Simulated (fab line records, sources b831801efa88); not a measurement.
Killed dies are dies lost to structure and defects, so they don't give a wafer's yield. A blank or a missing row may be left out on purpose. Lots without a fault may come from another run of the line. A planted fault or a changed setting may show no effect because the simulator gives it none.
fab line records | flow gf180mcu
record lots=5 wafers=15 last_day=33
route steps=602 shown CONTACT@304 M1@315 V1@335
lots that met no fault: from a run of the same line without faults
start_h: hours from the record's first day to the start of the lot's first wafer shown | wait_h: hours since the lot's step before | " the same as in the row above | L1.1+2: a row that stands for several wafers | - no value, or no start given | * or withheld: withheld | < > ~ a bound
route shown NAME@n: a module of which the file shows steps, and the number in the route of the first | usual: mean/standard deviation of fault-free wafers | same: alike in all rows | chamber/n: place in a boat | sites: the reading at each site | _std_site: their standard deviation | _edge_site: outer sites' mean less inner sites' | radius_mm: how far each site lies from the wafer's centre | mask NAME#n: copy n | behind: the tool/chamber that last shaped the wafer | hold: why the lot was held/for how many hours/how that ended | device: the transistor (n, p or np) that didn't switch | end of line: the same wafers' tests at the end of the route | a step without rows: its recipe alone | killed: dies lost to structure and defects at the first sort, not the wafer's yield | map: a wafer's dies, x killed, . not, _ none there
set.NAME: the setting as run; set.NAME@STEP: as run at that earlier step | model.NAME: the simulator's own value behind a step, which no gauge read
lots at some steps of the route; a table a step, a row a wafer
services: from which hour (start_h, from the record's first day; less than 0 if before it) a tool's chamber was out of use, for how many hours, and why
## steps
# step GF_CONTACT_ETCH_17
# recipe chemistry=C4F8/O2/Ar mask_material=KrF target=SiO2 stop_on=CoSi2 source_w=1500 bias_w=1200 pressure_mtorr=40 c4f8_flow_sccm=withheld O2_flow_sccm=6 Ar_flow_sccm=300 time_s=withheld target_depth_a=8600
# usual oes_product_au=0.815/0.0047
# columns lot.wafer tool chamber start_h wait_h oes_product_au
L074.1 rie_diel-03 1 - - 0.814
L074.2 " 2 " " 0.812
L074.4 " 0 " " 0.816
L076.1 rie_diel-02 1 - - 0.814
L076.3 " 3 " " 0.814
L076.6 " 2 " " 0.808
L079.2 rie_diel-03 1 - - 0.816
L079.3 " 2 " " 0.803
L079.6 " 3 " " 0.815
L087.2 rie_diel-02 1 - - 0.813
L087.3 " 3 " " 0.810
L087.4 " 0 " " 0.818
L092.2 rie_diel-01 2 - - 0.816
L092.4 " 0 " " 0.813
L092.5 " 3 " " 0.816
# step GF_CONTACT_STRIP_18
# recipe chemistry=O2/N2 power_w=1400 pressure_mtorr=1500 platen_temp_c=250 o2_flow_sccm=3000 n2_flow_sccm=300 overash_fraction=0.5
# usual drypump_motor_current_A=5.5/0.68 heater_power_w=324/35 oes_product_au=0.580/0.0046
# columns lot.wafer tool chamber start_h wait_h drypump_motor_current_A heater_power_w oes_product_au rf_hours_counter_h
L074.1 plasma_asher-02 0 364.18 - 6.3 355 0.581 71
L074.2 " 1 " " 4.7 296 0.576 71
L074.4 " 0 " " 6.4 363 0.580 -
L076.1 plasma_asher-03 0 381.64 - 4.8 333 0.576 78
L076.3 " 0 " " 4.8 335 0.577 -
L076.6 " 0 " " 4.8 332 0.575 -
L079.2 plasma_asher-03 0 410.58 - 4.8 334 0.583 81
L079.3 " 1 " " 5.8 335 0.580 -
L079.6 " 1 " " 5.8 332 0.576 -
L087.2 plasma_asher-03 0 485.55 - 4.8 327 0.578 89
L087.3 " 0 " " 4.8 333 0.580 -
L087.4 " 1 " " 5.8 340 0.579 -
L092.2 plasma_asher-02 1 521.48 - 4.7 268 0.578 9
L092.4 " 0 " " 6.4 349 0.579 -
L092.5 " 1 " " 4.7 270 0.578 -
# step GF_CONTACT_CLEAN_19
# recipe chemistry=SPM
# columns lot.wafer tool chamber start_h wait_h
L074.1+2+4 wet_bench-02 1 364.28 0.1
L076.1+3+6 wet_bench-03 1 381.74 0.1
L079.2+3+6 wet_bench-04 1 410.68 0.1
L087.2+3+4 wet_bench-02 1 485.65 0.1
L092.2+4+5 wet_bench-03 2 521.58 0.1
# step GF_CONTACT_CLEAN_20
# recipe chemistry=DIW
# columns lot.wafer tool chamber start_h wait_h
L074.1+2+4 wet_bench-03 1 364.48 0.0
L076.1+3+6 wet_bench-02 3 381.83 0.0
L079.2+3+6 wet_bench-03 0 410.77 0.0
L087.2+3+4 wet_bench-02 3 485.83 0.0
L092.2+4+5 wet_bench-02 0 521.68 0.0
# step GF_CONTACT_CLEAN_21
# recipe chemistry=dHF time_s=20 dilution=100:1 dry=ipa_marangoni
# columns lot.wafer tool chamber start_h wait_h
L074.1+2+4 wet_bench-04 3 364.58 0.0
L076.1+3+6 wet_bench-04 1 381.93 0.0
L079.2+3+6 wet_bench-04 1 410.87 0.0
L087.2+3+4 wet_bench-04 2 486.02 0.0
L092.2+4+5 wet_bench-02 1 521.86 0.0
# step GF_CONTACT_SPUTTER_22
# recipe material=Ti target_thk_nm=15 chamber_pressure_pa=5 power_w=2500 substrate_temp_c=200 time_s=80.02
# usual throttle_valve_pct=30.5/1.1
# columns lot.wafer tool chamber start_h wait_h throttle_valve_pct
L074.1 pvd_sputter-01 - 364.59 0.0 30.4
L074.2 " - " " 29.9
L074.4 " - " " 30.5
L076.1 pvd_sputter-01 - 381.95 0.0 30.5
L076.3 " - " " 30.0
L076.6 " - " " 30.1
L079.2 pvd_sputter-02 - 410.88 0.0 32.5
L079.3 " - " " 29.9
L079.6 " - " " 32.6
L087.2 pvd_sputter-01 - 486.03 0.0 31.1
L087.3 " - " " 30.7
L087.4 " - " " 29.9
L092.2 pvd_sputter-04 - 521.89 0.0 29.3
L092.4 " - " " 32.5
L092.5 " - " " 27.6
# step GF_CONTACT_SPUTTER_23
# recipe material=TiN target_thk_nm=10 chamber_pressure_pa=5 power_w=4000 time_s=40
# usual throttle_valve_pct=30.4/1.1
# columns lot.wafer tool chamber start_h wait_h throttle_valve_pct
L074.1 pvd_sputter-01 - 364.65 0.0 30.2
L074.2 " - " " 30.4
L074.4 " - " " 30.5
L076.1 pvd_sputter-01 - 382.01 0.0 30.7
L076.3 " - " " 30.1
L076.6 " - " " 30.3
L079.2 pvd_sputter-02 - 410.94 0.0 32.3
L079.3 " - " " 29.7
L079.6 " - " " 32.4
L087.2 pvd_sputter-01 - 486.09 0.0 31.0
L087.3 " - " " 30.2
L087.4 " - " " 30.1
L092.2 pvd_sputter-04 - 521.95 0.0 29.4
L092.4 " - " " 32.6
L092.5 " - " " 27.8
# step GF_CONTACT_CVD_24
# recipe material=W target_thk_nm=300 time_s=90.339 temp_c=400 pressure_torr=40
# usual heater_power_w=914/120 susceptor_temp_C=400.01/0.22
# columns lot.wafer tool chamber start_h wait_h heater_power_w susceptor_temp_C
L074.1 cvd_w-02 1 364.69 0.0 1073 399.87
L074.2 " 1 " " 1088 400.14
L074.4 " 1 " " 1076 400.16
L076.1 cvd_w-01 0 382.05 0.0 941 400.42
L076.3 " 0 " " 937 400.00
L076.6 " 1 " " 845 400.29
L079.2 cvd_w-01 0 410.98 0.0 834 399.97
L079.3 " 1 " " 765 399.77
L079.6 " 1 " " 786 399.97
L087.2 cvd_w-02 1 486.13 0.0 1094 399.70
L087.3 " 1 " " 1095 399.71
L087.4 " 0 " " 976 400.27
L092.2 cvd_w-01 1 521.99 0.0 790 399.97
L092.4 " 0 " " 830 400.17
L092.5 " 1 " " 759 400.26
# step GF_CONTACT_RS_MEAS_25
# recipe thk_meas_gauge=four-point-probe reads=W_of_CONTACT_CVD_24+TiN_of_CONTACT_SPUTTER_23+Ti_of_CONTACT_SPUTTER_22
# usual CONTACT_W_RS=0.386/0.0039
# columns lot.wafer tool chamber start_h wait_h CONTACT_W_RS[ohm/sq]
L074.1 film_metro-04 - 364.89 0.2 0.382
L074.2 " - " " 0.384
L074.4 " - " " 0.382
L076.1 film_metro-03 - 382.15 0.1 0.382
L076.3 " - " " 0.380
L076.6 " - " " 0.380
L079.2 film_metro-03 - 411.10 0.1 0.382
L079.3 " - " " 0.381
L079.6 " - " " 0.383
L087.2 film_metro-01 - 486.25 0.1 0.377
L087.3 " - " " 0.382
L087.4 " - " " 0.388
L092.2 film_metro-01 - 522.11 0.1 0.387
L092.4 " - " " 0.390
L092.5 " - " " 0.388
# step GF_CONTACT_THK_MEAS_26
# recipe thk_meas_gauge=xrf reads=W_of_CONTACT_CVD_24
# usual CONTACT_W_THK=299/3.4
# columns lot.wafer tool chamber start_h wait_h CONTACT_W_THK[nm]
L074.1 film_metro-04 - 365.01 0.1 299
L074.2 " - " " 298
L074.4 " - " " 300
L076.1 film_metro-03 - 382.27 0.1 304
L076.3 " - " " 307
L076.6 " - " " 305
L079.2 film_metro-03 - 411.21 0.1 300
L079.3 " - " " 301
L079.6 " - " " 300
L087.2 film_metro-01 - 486.36 0.1 306
L087.3 " - " " 301
L087.4 " - " " 297
L092.2 film_metro-01 - 522.22 0.1 303
L092.4 " - " " 300
L092.5 " - " " 303
# step GF_CONTACT_CMP_27
# recipe stop_on=SiO2 down_force_psi=3.5 platen_rpm=60 t_overpolish_s=15 target_thk_nm=0 pad_velocity_m_s=0.94248
# usual motor_current_A=11.0/0.89 overpolish_run_s=15.001/0.0093 time_to_endpoint_s=72.3/2.6
# columns lot.wafer tool chamber start_h wait_h motor_current_A overpolish_run_s time_to_endpoint_s
L074.2 cmp-02 1 365.07 0.0 9.5 14.990 74.2
L074.4 " 3 " " 11.6 14.991 73.2
L074.1 " 0 " " 10.1 14.984 69.2
L076.3 cmp-02 1 382.43 0.1 9.3 15.014 73.3
L076.1 " 2 " " 10.3 15.020 70.1
L076.6 " 3 " " 11.4 15.006 69.9
L079.3 cmp-02 1 411.31 0.1 9.6 14.999 73.2
L079.2 " 3 " " 12.6 14.997 70.1
L079.6 " 0 " " 10.0 15.006 70.3
L087.3 cmp-02 1 486.41 0.0 9.9 15.001 75.7
L087.4 " 2 " " 10.5 14.995 74.4
L087.2 " 0 " " 9.5 15.001 72.6
L092.2 cmp-02 1 522.27 0.0 9.6 15.004 72.4
L092.4 " 0 " " 10.5 14.999 71.8
L092.5 " 2 " " 10.2 15.006 71.9
# step GF_M1_SPUTTER_00
# recipe material=Ti target_thk_nm=37.5 arriving_ion_energy_ev=80 substrate_temp_c=200 chamber_pressure_pa=2 power_w=4000 time_s=150
# usual throttle_valve_pct=30.3/1.1
# columns lot.wafer tool chamber start_h wait_h throttle_valve_pct
L074.1 pvd_sputter-03 - 365.37 0.1 29.8
L074.2 " - " " 29.8
L074.4 " - " " 29.9
L076.1 pvd_sputter-03 - 382.63 0.1 30.0
L076.3 " - " " 29.8
L076.6 " - " " 30.0
L079.2 pvd_sputter-01 - 411.56 0.1 30.4
L079.3 " - " " 30.2
L079.6 " - " " 30.6
L087.2 pvd_sputter-03 - 486.71 0.1 29.6
L087.3 " - " " 30.8
L087.4 " - " " 30.2
L092.2 pvd_sputter-01 - 522.57 0.2 30.6
L092.4 " - " " 30.1
L092.5 " - " " 30.7
# step GF_M1_SPUTTER_01
# recipe material=TiN target_thk_nm=30 power_w=6500 time_s=25 chamber_pressure_pa=0.4
# usual throttle_valve_pct=30.2/1.2
# columns lot.wafer tool chamber start_h wait_h throttle_valve_pct
L074.1 pvd_sputter-03 - 365.47 0.1 29.5
L074.2 " - " " 30.3
L074.4 " - " " 29.7
L076.1 pvd_sputter-03 - 382.73 0.1 30.5
L076.3 " - " " 29.5
L076.6 " - " " 30.1
L079.2 pvd_sputter-01 - 411.66 0.1 30.4
L079.3 " - " " 30.1
L079.6 " - " " 30.7
L087.2 pvd_sputter-03 - 486.81 0.1 29.7
L087.3 " - " " 30.6
L087.4 " - " " 30.3
L092.2 pvd_sputter-01 - 522.67 0.1 30.5
L092.4 " - " " 30.1
L092.5 " - " " 30.9
# step GF_M1_SPUTTER_02
# recipe material=AlCu target_thk_nm=450 power_w=10600 time_s=23.9 chamber_pressure_pa=0.4
# usual throttle_valve_pct=30.2/1.1
# columns lot.wafer tool chamber start_h wait_h throttle_valve_pct
L074.1 pvd_sputter-03 - 365.50 0.0 29.7
L074.2 " - " " 30.3
L074.4 " - " " 29.7
L076.1 pvd_sputter-03 - 382.76 0.0 30.3
L076.3 " - " " 29.6
L076.6 " - " " 30.1
L079.2 pvd_sputter-01 - 411.69 0.0 30.4
L079.3 " - " " 30.0
L079.6 " - " " 30.7
L087.2 pvd_sputter-03 - 486.84 0.0 29.7
L087.3 " - " " 30.7
L087.4 " - " " 30.2
L092.2 pvd_sputter-01 - 522.70 0.0 30.4
L092.4 " - " " 30.4
L092.5 " - " " 30.7
# step GF_M1_SPUTTER_03
# recipe material=Ti target_thk_nm=10 substrate_temp_c=300 chamber_pressure_pa=0.3 power_w=3000 time_s=6.7
# usual throttle_valve_pct=30.2/1.1
# columns lot.wafer tool chamber start_h wait_h throttle_valve_pct
L074.1 pvd_sputter-03 - 365.53 0.0 29.6
L074.2 " - " " 30.0
L074.4 " - " " 29.5
L076.1 pvd_sputter-03 - 382.79 0.0 30.0
L076.3 " - " " 29.6
L076.6 " - " " 30.0
L079.2 pvd_sputter-01 - 411.72 0.0 30.4
L079.3 " - " " 30.3
L079.6 " - " " 30.5
L087.2 pvd_sputter-03 - 486.87 0.0 29.5
L087.3 " - " " 30.9
L087.4 " - " " 30.3
L092.2 pvd_sputter-01 - 522.73 0.0 30.3
L092.4 " - " " 30.3
L092.5 " - " " 30.8
# step GF_M1_SPUTTER_04
# recipe material=TiN target_thk_nm=50 power_w=6500 time_s=41.7 chamber_pressure_pa=0.4
# usual throttle_valve_pct=30.2/1.1
# columns lot.wafer tool chamber start_h wait_h throttle_valve_pct
L074.1 pvd_sputter-03 - 365.55 0.0 29.8
L074.2 " - " " 30.2
L074.4 " - " " 29.5
L076.1 pvd_sputter-03 - 382.81 0.0 29.9
L076.3 " - " " 29.5
L076.6 " - " " 30.4
L079.2 pvd_sputter-01 - 411.74 0.0 30.6
L079.3 " - " " 30.0
L079.6 " - " " 30.8
L087.2 pvd_sputter-03 - 486.89 0.0 29.4
L087.3 " - " " 30.9
L087.4 " - " " 30.0
L092.2 pvd_sputter-01 - 522.75 0.0 30.4
L092.4 " - " " 30.3
L092.5 " - " " 30.9
# step GF_M1_RS_MEAS_05
# recipe thk_meas_gauge=four-point-probe reads=TiN_of_M1_SPUTTER_04+Ti_of_M1_SPUTTER_03+AlCu_of_M1_SPUTTER_02+TiN_of_M1_SPUTTER_01+Ti_of_M1_SPUTTER_00
# usual M1_ALCU_RS=0.0699/0.00078
# columns lot.wafer tool chamber start_h wait_h M1_ALCU_RS[ohm/sq]
L074.1 film_metro-04 - 365.59 0.0 0.0706
L074.2 " - " " 0.0713
L074.4 " - " " 0.0707
L076.1 film_metro-04 - 382.85 0.0 0.0699
L076.3 " - " " 0.0699
L076.6 " - " " 0.0695
L079.2 film_metro-02 - 411.82 0.1 0.0697
L079.3 " - " " 0.0700
L079.6 " - " " 0.0698
L087.2 film_metro-04 - 486.95 0.0 0.0696
L087.3 " - " " 0.0688
L087.4 " - " " 0.0700
L092.2 film_metro-03 - 522.81 0.0 0.0698
L092.4 " - " " 0.0693
L092.5 " - " " 0.0689
# step GF_M1_THK_MEAS_06
# recipe thk_meas_gauge=xrf reads=AlCu_of_M1_SPUTTER_02
# usual M1_ALCU_THK=447/5.3
# columns lot.wafer tool chamber start_h wait_h M1_ALCU_THK[nm]
L074.1 film_metro-04 - 365.71 0.1 448
L074.2 " - " " 441
L074.4 " - " " 442
L076.1 film_metro-04 - 382.97 0.1 450
L076.3 " - " " 447
L076.6 " - " " 449
L079.2 film_metro-02 - 411.93 0.1 451
L079.3 " - " " 449
L079.6 " - " " 449
L087.2 film_metro-04 - 487.06 0.1 451
L087.3 " - " " 452
L087.4 " - " " 445
L092.2 film_metro-03 - 522.92 0.1 448
L092.4 " - " " 454
L092.5 " - " " 451
# step GF_M1_DEHYDRATE_07
# recipe temp_c=200 time_s=60
# usual chill_plate_temp_C=22.99/0.087
# columns lot.wafer tool chamber start_h wait_h chill_plate_temp_C
L074.1 litho_track-02 0 376.77 11.0 22.85
L074.2 " 0 " " 23.06
L074.4 " 0 " " 22.93
L076.1 litho_track-04 0 393.68 10.7 22.95
L076.3 " 0 " " 22.82
L076.6 " 0 " " 22.98
L079.2 litho_track-04 0 422.40 10.5 23.10
L079.3 " 0 " " 22.94
L079.6 " 0 " " 23.06
L087.2 litho_track-04 0 497.65 10.6 22.93
L087.3 " 0 " " 22.83
L087.4 " 0 " " 22.94
L092.2 litho_track-04 0 533.80 10.9 22.90
L092.4 " 0 " " 23.04
L092.5 " 0 " " 22.90
# step GF_M1_HMDS_08
# recipe prime_time_s=60 prime_temp_c=120
# usual chill_plate_temp_C=22.99/0.13
# same prime_time_s=60
# columns lot.wafer tool chamber start_h wait_h chill_plate_temp_C
L074.1 litho_track-02 0 376.92 0.1 23.12
L074.2 " 0 " " 23.03
L074.4 " 0 " " 23.08
L076.1 litho_track-04 0 393.83 0.1 22.89
L076.3 " 0 " " 22.96
L076.6 " 0 " " 22.90
L079.2 litho_track-04 0 422.55 0.1 23.09
L079.3 " 0 " " 22.94
L079.6 " 0 " " 23.09
L087.2 litho_track-04 0 497.80 0.1 22.74
L087.3 " 0 " " 22.86
L087.4 " 0 " " 22.87
L092.2 litho_track-04 0 533.95 0.1 22.99
L092.4 " 0 " " 23.03
L092.5 " 0 " " 23.09
# step GF_M1_COAT_09
# recipe resist=KrF spin_rpm=withheld resist_thk_nm=1000
# usual chill_plate_temp_C=23.01/0.1
# columns lot.wafer tool chamber start_h wait_h chill_plate_temp_C
L074.1 litho_track-02 0 377.07 0.1 23.07
L074.2 " 0 " " 23.07
L074.4 " 0 " " 23.26
L076.1 litho_track-04 0 393.98 0.1 23.09
L076.3 " 0 " " 22.94
L076.6 " 0 " " 22.87
L079.2 litho_track-04 0 422.70 0.1 23.17
L079.3 " 0 " " 22.96
L079.6 " 0 " " 23.01
L087.2 litho_track-04 0 497.95 0.1 22.99
L087.3 " 0 " " 22.92
L087.4 " 0 " " 22.88
L092.2 litho_track-04 0 534.10 0.1 22.86
L092.4 " 0 " " 23.00
L092.5 " 0 " " 22.99
# step GF_M1_SOFTBAKE_10
# recipe temp_c=130 time_s=60 resist=KrF
# usual chill_plate_temp_C=23.00/0.093
# columns lot.wafer tool chamber start_h wait_h chill_plate_temp_C
L074.1 litho_track-02 0 377.22 0.1 23.00
L074.2 " 0 " " 23.02
L074.4 " 0 " " 23.03
L076.1 litho_track-04 0 394.13 0.1 23.13
L076.3 " 0 " " 23.01
L076.6 " 0 " " 23.10
L079.2 litho_track-04 0 422.85 0.1 23.01
L079.3 " 0 " " 23.07
L079.6 " 0 " " 23.01
L087.2 litho_track-04 0 498.10 0.1 23.02
L087.3 " 0 " " 22.99
L087.4 " 0 " " 22.94
L092.2 litho_track-04 0 534.25 0.1 23.05
L092.4 " 0 " " 22.88
L092.5 " 0 " " 22.90
# step GF_M1_EXPOSE_11
# recipe mask_id=Metal1 target_cd_nm=230 na=0.68 source_shape=conventional sigma_outer=0.6 dose_mj=28
# columns lot.wafer tool chamber start_h wait_h mask
L074.1+2+4 krf_scanner-02 0 - - Metal1#0
L076.1+3+6 krf_scanner-02 0 - - Metal1#0
L079.2+3+6 krf_scanner-02 0 - - Metal1#0
L087.2+3+4 krf_scanner-01 0 - - Metal1#0
L092.2+4+5 krf_scanner-01 0 - - Metal1#0
# step GF_M1_PEB_12
# recipe peb_temp_c=135 peb_time_s=90 resist=KrF
# usual chill_plate_temp_C=22.99/0.1
# columns lot.wafer tool chamber start_h wait_h chill_plate_temp_C
L074.1 litho_track-02 0 - - 23.15
L074.2 " 0 " " 23.08
L074.4 " 0 " " 22.92
L076.1 litho_track-02 0 - - 22.92
L076.3 " 0 " " 23.20
L076.6 " 0 " " 23.06
L079.2 litho_track-03 0 - - 22.98
L079.3 " 0 " " 22.78
L079.6 " 0 " " 23.02
L087.2 litho_track-03 0 - - 22.70
L087.3 " 0 " " 23.05
L087.4 " 0 " " 22.83
L092.2 litho_track-03 0 - - 23.14
L092.4 " 0 " " 23.06
L092.5 " 0 " " 23.17
# step GF_M1_DEVELOP_13
# recipe develop_time_s=60 dev_temp_c=21
# usual chill_plate_temp_C=23.00/0.12
# columns lot.wafer tool chamber start_h wait_h chill_plate_temp_C
L074.1 litho_track-02 0 388.17 0.2 23.02
L074.2 " 0 " " 22.96
L074.4 " 0 " " 23.09
L076.1 litho_track-02 0 406.07 0.2 23.02
L076.3 " 0 " " 22.96
L076.6 " 0 " " 22.99
L079.2 litho_track-03 0 434.61 0.2 22.94
L079.3 " 0 " " 22.85
L079.6 " 0 " " 22.98
L087.2 litho_track-03 0 510.16 0.2 23.26
L087.3 " 0 " " 22.99
L087.4 " 0 " " 23.12
L092.2 litho_track-03 0 545.31 0.2 22.91
L092.4 " 0 " " 23.09
L092.5 " 0 " " 22.82
# step GF_M1_CD_MEAS_14
# recipe target_cd_nm=230
# usual cd_nm=230.1/1.2
# columns lot.wafer tool chamber start_h wait_h cd_nm
L074.1 cd_sem-02 - 388.32 0.1 229.2
L074.2 " - " " 227.3
L074.4 " - " " 229.2
L076.1 cd_sem-02 - 406.22 0.1 230.3
L076.3 " - " " 229.2
L076.6 " - " " 229.6
L079.2 cd_sem-01 - 434.75 0.1 228.7
L079.3 " - " " 230.1
L079.6 " - " " 229.6
L087.2 cd_sem-01 - 510.30 0.1 229.5
L087.3 " - " " 229.7
L087.4 " - " " 229.5
L092.2 cd_sem-01 - 545.45 0.1 231.1
L092.4 " - " " 230.7
L092.5 " - " " 231.1
# step GF_M1_OVL_MEAS_15
# usual M1_OVL=-1/5.4
# columns lot.wafer tool chamber start_h wait_h M1_OVL[nm]
L074.1 overlay-02 - 388.44 0.1 -3
L074.2 " - " " 1
L074.4 " - " " 3
L076.1 overlay-01 - 406.34 0.1 -6
L076.3 " - " " -5
L076.6 " - " " 4
L079.2 overlay-01 - 434.86 0.1 4
L079.3 " - " " 7
L079.6 " - " " 7
L087.2 overlay-01 - 510.41 0.1 3
L087.3 " - " " 0
L087.4 " - " " 2
L092.2 overlay-02 - 545.56 0.1 -6
L092.4 " - " " 4
L092.5 " - " " -1
# step GF_M1_METAL_ETCH_16
# recipe chemistry=Cl2/BCl3 mask_material=KrF target_depth_nm=627.5 stop_on=SiO2 pressure_mtorr=8 icp_w=800 bias_w=140 Cl2_flow_sccm=80 bcl3_flow_sccm=40 time_s=104.6
# usual drypump_motor_current_A=5.9/0.38 oes_product_au=0.970/0.0063 throttle_valve_pct=28.251/0.01
# columns lot.wafer tool chamber start_h wait_h drypump_motor_current_A oes_product_au rf_hours_counter_h throttle_valve_pct
L074.1 rie_metal-04 0 388.48 0.0 6.2 0.963 6 28.253
L074.2 " 1 " " 5.8 0.960 9 28.266
L074.4 " 0 " " 6.2 0.960 - 28.247
L076.1 rie_metal-03 1 406.38 0.0 5.5 0.965 8 28.253
L076.3 " 1 " " 5.5 0.974 - 28.248
L076.6 " 1 " " 5.5 0.968 - 28.232
L079.2 rie_metal-04 0 434.89 0.0 6.2 0.979 7 28.240
L079.3 " 1 " " 5.8 0.973 - 28.259
L079.6 " 0 " " 6.2 0.971 - 28.244
L087.2 rie_metal-01 0 510.44 0.0 6.2 0.968 5 28.248
L087.3 " 1 " " 6.1 0.976 - 28.249
L087.4 " 0 " " 6.2 0.967 - 28.258
L092.2 rie_metal-01 1 545.59 0.0 6.1 0.972 1 28.228
L092.4 " 0 " " 6.2 0.971 - 28.239
L092.5 " 1 " " 6.1 0.974 - 28.243
# step GF_M1_STRIP_17
# recipe chemistry=O2/N2 power_w=1400 pressure_mtorr=1500 platen_temp_c=250 o2_flow_sccm=3000 n2_flow_sccm=300 overash_fraction=0.5
# usual drypump_motor_current_A=5.5/0.42 heater_power_w=328/27 oes_product_au=0.557/0.0048 strip_time_to_endpoint_s=7.86/0.038
# columns lot.wafer tool chamber start_h wait_h drypump_motor_current_A heater_power_w oes_product_au rf_hours_counter_h strip_time_to_endpoint_s
L074.1 plasma_asher-04 0 388.59 0.1 5.9 287 0.555 58 7.87
L074.2 " 1 " " 6.0 388 0.551 58 7.87
L074.4 " 1 " " 6.0 375 0.558 - 7.93
L076.1 plasma_asher-03 1 406.49 0.1 5.8 331 0.555 80 7.85
L076.3 " 0 " " 4.8 326 0.551 - 7.87
L076.6 " 1 " " 5.8 339 0.557 - 7.84
L079.2 plasma_asher-01 0 435.00 0.1 5.7 352 0.558 32 7.87
L079.3 " 0 " " 5.7 356 0.560 - 7.87
L079.6 " 0 " " 5.7 355 0.549 - 7.85
L087.2 plasma_asher-03 0 510.55 0.1 4.8 338 0.568 91 7.89
L087.3 " 0 " " 4.8 326 0.569 - 7.91
L087.4 " 1 " " 5.8 336 0.557 - 7.90
L092.2 plasma_asher-01 0 545.70 0.1 5.7 343 0.560 44 7.93
L092.4 " 1 " " 5.4 296 0.560 - 7.92
L092.5 " 1 " " 5.4 299 0.560 - 7.98
# step GF_M1_STRIP_18
# recipe chemistry=post_etch_residue_remover time_s=1200 temp_c=72.5
# usual bath_guard_temp_C=72.2/0.59
# columns lot.wafer tool chamber start_h wait_h bath_guard_temp_C
L074.1 wet_bench-03 1 388.69 0.1 72.9
L074.2 " 1 " " 72.9
L074.4 " 1 " " 72.5
L076.1 wet_bench-03 0 406.59 0.1 71.9
L076.3 " 0 " " 71.8
L076.6 " 0 " " 71.9
L079.2 wet_bench-01 2 435.10 0.1 71.4
L079.3 " 2 " " 71.2
L079.6 " 2 " " 71.6
L087.2 wet_bench-01 2 510.65 0.1 71.4
L087.3 " 2 " " 71.6
L087.4 " 2 " " 71.6
L092.2 wet_bench-03 0 545.80 0.1 71.9
L092.4 " 0 " " 71.5
L092.5 " 0 " " 71.7
# step GF_M1_CLEAN_19
# recipe chemistry=DIW dry=n2_spin
# columns lot.wafer tool chamber start_h wait_h
L074.1+2+4 wet_bench-04 1 389.03 0.0
L076.1+3+6 wet_bench-03 0 406.93 0.0
L079.2+3+6 wet_bench-03 1 435.44 0.0
L087.2+3+4 wet_bench-04 3 511.03 0.0
L092.2+4+5 wet_bench-04 2 546.48 0.0
# step GF_V1_CVD_00
# recipe material=SiO2 target_thk_nm=600 sigma_open_frac=0.3 temp_c=400 time_s=100 sih4_flow_sccm=60 pressure_mtorr=6
# usual sih4_flow_sccm=60.00/0.18 susceptor_temp_C=400.00/0.24
# columns lot.wafer tool chamber start_h wait_h sih4_flow_sccm susceptor_temp_C
L074.1 hdpcvd-01 2 389.12 0.0 59.75 400.37
L074.2 " 0 " " 60.00 400.51
L074.4 " 0 " " 60.09 400.16
L076.1 hdpcvd-02 1 407.02 0.0 60.11 399.94
L076.3 " 0 " " 59.78 399.90
L076.6 " 2 " " 59.85 400.36
L079.2 hdpcvd-01 1 435.53 0.0 59.65 400.03
L079.3 " 2 " " 59.52 399.83
L079.6 " 2 " " 59.87 400.07
L087.2 hdpcvd-02 2 511.12 0.0 59.80 399.69
L087.3 " 0 " " 60.05 399.97
L087.4 " 1 " " 59.97 399.78
L092.2 hdpcvd-01 1 546.59 0.0 59.84 400.00
L092.4 " 1 " " 59.76 400.07
L092.5 " 2 " " 60.29 399.76
# step GF_V1_THK_MEAS_01
# recipe reads=SiO2_of_V1_CVD_00
# usual V1_CVD_00_THK=601/5.5
# columns lot.wafer tool chamber start_h wait_h V1_CVD_00_THK[nm]
L074.1 film_metro-04 - 389.19 0.0 614
L074.2 " - " " 611
L074.4 " - " " 608
L076.1 film_metro-01 - 407.09 0.0 601
L076.3 " - " " 605
L076.6 " - " " 603
L079.2 film_metro-02 - 435.62 0.0 608
L079.3 " - " " 599
L079.6 " - " " 601
L087.2 film_metro-01 - 511.20 0.0 604
L087.3 " - " " 603
L087.4 " - " " 605
L092.2 film_metro-04 - 546.67 0.0 603
L092.4 " - " " 604
L092.5 " - " " 598
# step GF_V1_CVD_02
# recipe material=SiO2 target_thk_nm=850 precursor=TEOS temp_c=400 time_s=94.851 rf_w=600
# usual heater_power_w=654/98 susceptor_temp_C=400.01/0.23
# columns lot.wafer tool chamber start_h wait_h heater_power_w susceptor_temp_C
L074.1 pecvd-02 1 389.25 0.1 773 399.85
L074.2 " 0 " " 583 400.02
L074.4 " 2 " " 592 399.68
L076.1 pecvd-01 2 407.15 0.1 688 400.28
L076.3 " 0 " " 627 400.24
L076.6 " 1 " " 564 400.14
L079.2 pecvd-02 0 435.67 0.0 591 400.25
L079.3 " 1 " " 714 400.18
L079.6 " 1 " " 756 400.17
L087.2 pecvd-02 2 511.25 0.0 598 400.26
L087.3 " 0 " " 632 400.25
L087.4 " 0 " " 504 400.04
L092.2 pecvd-03 1 546.72 0.0 713 399.65
L092.4 " 1 " " 741 399.95
L092.5 " 2 " " 626 399.76
# step GF_V1_THK_MEAS_03
# recipe reads=SiO2_of_V1_CVD_02
# usual V1_CVD_02_THK=847/10
# columns lot.wafer tool chamber start_h wait_h V1_CVD_02_THK[nm]
L074.1 film_metro-02 - 389.32 0.0 843
L074.2 " - " " 848
L074.4 " - " " 861
L076.1 film_metro-02 - 407.22 0.0 843
L076.3 " - " " 851
L076.6 " - " " 869
L079.2 film_metro-04 - 435.78 0.1 844
L079.3 " - " " 848
L079.6 " - " " 865
L087.2 film_metro-01 - 511.33 0.0 839
L087.3 " - " " 843
L087.4 " - " " 854
L092.2 film_metro-01 - 546.80 0.0 843
L092.4 " - " " 847
L092.5 " - " " 862
## services
# columns tool chamber start_h hours kind
krf_scanner-02 - 345.73 0.6 repair
pvd_sputter-01 - 349.26 1.1 repair
wet_bench-04 - 352.66 0.9 repair
pecvd-02 1 366.22 6.1 repair
pecvd-02 - 368.02 2.8 pm
pecvd-02 - 370.77 14.0 pm
plasma_asher-03 - 384.97 3.7 repair
cvd_w-01 - 390.00 14.0 pm
krf_scanner-02 - 395.34 0.3 repair
wet_bench-04 - 406.62 0.5 repair
pvd_sputter-03 - 412.81 4.5 repair
pvd_sputter-01 - 422.04 1.3 repair
cmp-02 - 428.80 0.4 repair
krf_scanner-02 - 435.86 6.1 repair
krf_scanner-02 - 443.84 1.0 pm
pvd_sputter-03 - 455.78 3.9 repair
cmp-02 - 458.44 3.1 repair
plasma_asher-03 - 461.27 3.1 repair
plasma_asher-03 - 490.37 1.7 repair
pvd_sputter-03 - 494.54 2.9 repair
plasma_asher-03 - 505.22 4.9 repair
plasma_asher-03 - 507.62 1.7 repair
pvd_sputter-03 - 534.30 2.5 repair
cmp-02 - 537.78 8.8 pm
## key
fault none
